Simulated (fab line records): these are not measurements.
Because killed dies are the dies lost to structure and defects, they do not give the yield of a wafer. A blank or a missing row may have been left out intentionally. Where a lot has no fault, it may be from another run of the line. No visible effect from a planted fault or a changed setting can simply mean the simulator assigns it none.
Chamber matching ; flow sfq_line ; cmp-01 running SFQ_TRILAYER_A5B_CMP_CMP_130: 4 sister chambers
The step polishes, stops on Nb, target thk 340.7 nm. 7 wafers are shown with their chamber, then 7 later ones without.

WAFERS WITH THEIR CHAMBER
wafer;chamber;motor_current_A (A);slurry_flow_ml_min
L545.3;3;10.6;149.2
L562.2;2;9.6;150.2
L564.2;1;10.3;149.4
L564.5;0;8.2;149.7
L564.6;1;10.3;149.8
L566.4;0;8.6;149.3
L566.2;2;10.4;150.1

WAFERS WITH NO CHAMBER GIVEN
wafer;motor_current_A (A);slurry_flow_ml_min
L566.6;8.3;150.4
L567.1;9.7;150.3
L567.5;11.5;149.1
L567.6;8.9;148.8
L568.1;10.8;150.6
L568.5;10.0;150.9
L568.6;9.9;149.5

CHAMBER TAKEN BY EACH
wafer;from the rows above;in truth
L566.6;can't be placed: 0 or 2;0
L567.1;2;2
L567.5;can't be placed: 3 or 1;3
L567.6;can't be placed: 0 or 3 or 1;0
L568.1;can't be placed: 2 or 1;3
L568.5;2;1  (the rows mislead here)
L568.6;can't be placed: 1 or 3 or 2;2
Placed correctly: 1 of 7. Can't be placed from these rows: 5 (the true chamber is among the candidates in 4). Number placed wrongly: 1.
How it was worked out, from the rows above alone: a wafer's distance from a chamber is the root of the sum, over the readings, of the square of ((its reading less the chamber's mean) divided by the reading's scatter). If the next closest chamber is less than 2 further off than the closest, the wafer can't be placed; otherwise it belongs to the closest. Each chamber's mean is taken over the wafers shown for it. The scatter: take each reading less its chamber's mean, square it, sum over the shown wafers, divide by the number of wafers less the number of chambers, and take the root.
